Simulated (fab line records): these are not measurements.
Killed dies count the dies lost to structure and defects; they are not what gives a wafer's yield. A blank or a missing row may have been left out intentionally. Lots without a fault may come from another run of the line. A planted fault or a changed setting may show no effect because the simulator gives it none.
2 desks looking at one fault | flow sky130 | every desk sees just its own numbers, and what lay behind them comes last

== FOR THE TOOL OWNER'S DESK: litho-track-04 ==
At SKY_METAL3_SOFTBAKE_09 (time 90 s), the tool's own readings, given per lot that ran on this tool as the mean of the sampled wafers with a number. A lot is out of limits, marked OUT, if its mean lies more than 4 standard deviations from the usual mean; the brackets give that distance.
Columns: A = heater-power-total-W at SKY_METAL3_SOFTBAKE_09, usual 57.36 W; B = plate-temp-C at SKY_METAL3_SOFTBAKE_09, usual 99.98 C
lot  | first seen here | A               | B
L137 | day 38 21:00    | 57.25           | 100.10
L140 | day 39 14:00    | 57.35           | 100.11
L143 | day 40 15:00    | 58.77 (+12) OUT | 101.84 (+15) OUT
L146 | day 41 05:00    | 58.83 (+12) OUT | 101.77 (+15) OUT
L157 | day 44 07:00    | 57.37           | 99.91
L158 | day 44 11:00    | 57.42           | 99.84
This desk finds L143, L146 out of limits, L143 being first, at day 40 15:00 (heater-power-total-W at SKY_METAL3_SOFTBAKE_09). Within limits: L137, L140, L157, L158.

== THE METROLOGY DESK ==
Lot by lot, what the gauges showed, no matter which tool ran the lot: averages of those sampled wafers that carry a number. A lot is out of limits, marked OUT, if its mean lies more than 4 standard deviations from the usual mean; the brackets give that distance.
Columns: A = CAPM_TIN_RS at SKY_CAPM_RS_MEAS_03, usual 6.91 ohm/sq
lot  | first seen here | A
L136 | day 37 01:07    | 6.93
L137 | day 37 06:49    | 6.86
L138 | day 37 08:21    | 6.93
L140 | day 38 01:10    | 6.89
L143 | day 39 03:10    | 6.89
L146 | day 39 15:43    | 6.90
L150 | day 41 03:01    | 6.87
L152 | day 41 11:37    | 6.90
L156 | day 42 13:10    | 6.93
L157 | day 42 20:38    | 6.90
L158 | day 43 01:19    | 6.84
This desk found nothing out of limits on any of the 11 lots.

== ALL TOGETHER ==
An alarm could have come from the tool owner's desk at day 40 15:00, on L143, L146.
At the metrology desk, nothing out of limits was observed.
The metrology desk holds a record of L143, L146, inside its limits.
SKY_METAL3_SOFTBAKE_09 was run on litho-track-04 by each of the lots named.

== WHAT THE SIMULATOR HAD INSERTED ==
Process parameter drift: litho-track-04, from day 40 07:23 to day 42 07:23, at SKY_METAL3_SOFTBAKE_09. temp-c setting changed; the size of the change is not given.
Lots struck among those shown: L143, L146.
Delay in hours, fault start to first out-of-limits reading, by desk: the tool owner's desk at 8.
